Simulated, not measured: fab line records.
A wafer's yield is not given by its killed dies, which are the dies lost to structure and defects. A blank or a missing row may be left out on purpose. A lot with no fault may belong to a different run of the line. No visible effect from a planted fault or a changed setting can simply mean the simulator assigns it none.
Which tool did it?	flow gf180mcu	at 1 step of a route of 602, 6 lots with 18 wafers sampled

## WHAT THE GAUGES READ, wafer by wafer
GF_V5_BOW_MEAS_05.
lot	measured	on	V5_BOW (um)
L311	day 26 18:38	film-metro-04	128 137 122
L318	day 29 00:31	film-metro-02	138 146 143
L323	day 30 21:38	film-metro-02	132 138 141
L325	day 31 09:56	film-metro-04	133 122 133
L329	day 32 08:24	film-metro-04	120 127 123
L331	day 32 15:02	film-metro-01	120 115 118

## EACH LOT AND THE TOOL THAT RAN IT (in order: tool; ch and the chambers of the sampled wafers; start)
Record: no process step prior to these readings.

## THE ANSWER, worked out from the rows above alone
Rule: the usual values come from the lots themselves. Put in order of their means at a reading, lots are off if they are a third of the lots or fewer, leave a main group of 4 or more, and stand apart from it by a gap of 3 or more times the standard deviation of the main group's means; of several such gaps the widest counts. If all means in a main group match to the digits the tables above print for the reading, that group is not used. Also off: a lot with no number at a reading for which 4 or more lots have one. All remaining lots with rows at the step are treated as sound.
No lot is off at any reading shown: from this, nothing can be told.

## WHAT THE SIMULATOR PUT IN
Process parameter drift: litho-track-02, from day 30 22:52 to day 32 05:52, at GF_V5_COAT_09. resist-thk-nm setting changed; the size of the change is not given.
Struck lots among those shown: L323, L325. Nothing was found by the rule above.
